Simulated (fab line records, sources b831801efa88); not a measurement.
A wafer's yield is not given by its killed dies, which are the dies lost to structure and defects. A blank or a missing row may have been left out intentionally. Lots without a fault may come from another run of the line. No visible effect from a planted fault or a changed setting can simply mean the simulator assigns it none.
Which tool was responsible? | flow sky130 | 36 wafers from 12 lots sampled at 5 of the route's 708 steps

WHAT THE GAUGES SHOWED, per wafer
SKY_LDD_HVP_OVL_MEAS_07. Usual: for LDD_HVP_OVL the level is -0.9 nm and the standard deviation is 1.7.
lot  | measured     | on         | LDD_HVP_OVL (nm) | flag
L828 | day 21 12:25 | overlay-02 | 1.2 1.0 1.4      | 
L829 | day 22 05:42 | overlay-01 | 0.8 0.0 0.7      | 
L830 | day 22 14:04 | overlay-01 | -0.9 -3.3 -1.0   | 
L832 | day 23 03:47 | overlay-01 | -1.5 1.4 0.6     | 
L833 | day 23 17:27 | overlay-01 | -0.2 -0.1 0.2    | 
L835 | day 24 11:32 | overlay-01 | 2.3 4.2 1.8      | 
L837 | day 24 23:59 | overlay-01 | 1.8 0.2 0.8      | 
L842 | day 26 19:54 | overlay-01 | -2.2 -1.0 -2.3   | 
L844 | day 27 10:42 | overlay-02 | -1.3 -1.0 -2.1   | 
L847 | day 28 21:59 | overlay-02 | -2.4 -3.0 -2.7   | 
L848 | day 28 23:21 | overlay-01 | -2.8 -3.1 -2.8   | 
L849 | day 29 00:47 | overlay-02 | -3.5 -2.4 -1.6   | 

SKY_SD_P_CD_MEAS_07: target cd 380 nm. Usual: cdNm reads 381.0 nm (standard deviation 2.4).
lot  | measured     | on       | cdNm (nm)         | flag
L828 | day 25 08:57 | cdSem-02 | 380.7 379.4 381.4 | 
L829 | day 26 02:39 | cdSem-02 | 383.1 380.3 381.8 | 
L830 | day 26 08:47 | cdSem-01 | 377.8 380.5 380.1 | 
L832 | day 27 01:02 | cdSem-01 | 378.0 379.1 380.9 | 
L833 | day 27 13:38 | cdSem-02 | 383.2 385.5 384.5 | 
L835 | day 28 05:20 | cdSem-02 | 379.4 381.2 381.4 | 
L837 | day 28 17:30 | cdSem-02 | 380.8 379.6 378.8 | 
L842 | day 30 10:46 | cdSem-02 | 381.9 383.0 381.8 | 
L844 | day 31 01:34 | cdSem-02 | 385.3 383.4 387.6 | 
L847 | day 32 09:00 | cdSem-02 | 382.6 383.8 384.9 | 
L848 | day 32 10:47 | cdSem-02 | 382.2 378.1 380.9 | 
L849 | day 32 13:24 | cdSem-02 | 382.1 381.2 379.6 | 

SKY_METAL1_OVL_MEAS_16. Usual: for METAL1_OVL the level is -2 nm and the standard deviation is 6.1.
lot  | measured     | on         | METAL1_OVL (nm) | flag
L828 | day 32 15:03 | overlay-02 | 3 8 3           | 
L829 | day 33 06:20 | overlay-02 | 12 6 -4         | 
L830 | day 33 11:14 | overlay-02 | -8 -10 -15      | 
L832 | day 34 02:15 | overlay-02 | 4 5 2           | 
L833 | day 34 13:10 | overlay-02 | 4 -8 5          | 
L835 | day 35 04:45 | overlay-02 | -1 -3 -6        | 
L837 | day 35 16:14 | overlay-02 | -1 4 -10        | 
L842 | day 37 08:56 | overlay-01 | -3 4 -5         | 
L844 | day 37 20:53 | overlay-01 | 5 -6 4          | 
L847 | day 39 04:36 | overlay-02 | -6 -3 1         | 
L848 | day 39 06:26 | overlay-02 | 2 1 12          | 
L849 | day 39 10:50 | overlay-02 | -9 2 -1         | 

SKY_METAL5_THK_MEAS_06: measures by xrf. Usual: for METAL5_ALCU_THK the level is 1138 nm and the standard deviation is 13.
lot  | measured     | on           | METAL5_ALCU_THK (nm) | flag
L828 | day 42 22:20 | filmMetro-02 | 1142 1160 1152       | 
L829 | day 43 12:00 | filmMetro-02 | 1143 1155 1151       | 
L830 | day 43 16:29 | filmMetro-01 | 1163 1158 1160       | 
L832 | day 44 04:05 | filmMetro-01 | 1116 1133 1126       | 
L833 | day 44 15:17 | filmMetro-02 | 1144 1144 1126       | 
L835 | day 45 02:45 | filmMetro-01 | 1140 1136 1145       | 
L837 | day 45 13:41 | filmMetro-02 | 1141 1145 1154       | 
L842 | day 46 21:33 | filmMetro-01 | 1156 1155 1075       | 
L844 | day 47 05:00 | filmMetro-02 | 1057 1125 1127       | 
L847 | day 48 04:30 | filmMetro-02 | 1143 1126 1146       | 
L848 | day 48 05:31 | filmMetro-01 | 1167 1160 1172       | 
L849 | day 48 10:17 | filmMetro-02 | 1139 1141 1146       | 

EACH LOT AND THE TOOL THAT RAN IT (in order: tool; ch and the chambers of the sampled wafers; start)
lot  | SKY_METAL5_SPUTTER_04
L828 | pvdSputter-02, day 42 22:10
L829 | pvdSputter-04, day 43 11:50
L830 | pvdSputter-02, day 43 16:19
L832 | pvdSputter-02, day 44 03:55
L833 | pvdSputter-04, day 44 15:05
L835 | pvdSputter-03, day 45 02:34
L837 | pvdSputter-02, day 45 13:31
L842 | pvdSputter-02, day 46 21:23
L844 | pvdSputter-02, day 47 04:50
L847 | pvdSputter-03, day 48 04:20
L848 | pvdSputter-03, day 48 05:20
L849 | pvdSputter-03, day 48 10:07
- SKY_METAL5_SPUTTER_04: material TiN, target thk 70 nm, time 58.3 s.

AS READ BY THE TOOLS THEMSELVES (means over the sampled wafers that have a number; for cases with no such wafer, the mark the record gives instead)
SKY_METAL5_SPUTTER_04. Usual: throttleValvePct reads 29.4 % (standard deviation 1.3).
lot  | tool          | throttleValvePct (%) | flag
L828 | pvdSputter-02 | 28.2                 | 
L829 | pvdSputter-04 | 30.0                 | 
L830 | pvdSputter-02 | 27.9                 | 
L832 | pvdSputter-02 | 30.0                 | 
L833 | pvdSputter-04 | 29.2                 | 
L835 | pvdSputter-03 | 29.1                 | 
L837 | pvdSputter-02 | 29.9                 | 
L842 | pvdSputter-02 | 28.5                 | 
L844 | pvdSputter-02 | 28.5                 | 
L847 | pvdSputter-03 | 28.8                 | 
L848 | pvdSputter-03 | 30.1                 | 
L849 | pvdSputter-03 | 30.7                 | 

THE ANSWER, worked out from the rows above alone
Rule: a lot is off if the mean of its wafers that have a number lies more than 3 standard deviations from the usual mean. A lot without any number at a reading at which 4 lots or more have one is off too. Any other lot the step has rows for is counted as sound. Order of review: gauges by route order, followed by the tools' own readings, for which a lot's mean as printed above is used. The first step at which some lot is off is used, and at that step the reading that is off furthest; a lot without a number counts as furthest.
No lot is off at any reading shown: from this, nothing can be told.

WHAT HAD BEEN PUT IN BY THE SIMULATOR
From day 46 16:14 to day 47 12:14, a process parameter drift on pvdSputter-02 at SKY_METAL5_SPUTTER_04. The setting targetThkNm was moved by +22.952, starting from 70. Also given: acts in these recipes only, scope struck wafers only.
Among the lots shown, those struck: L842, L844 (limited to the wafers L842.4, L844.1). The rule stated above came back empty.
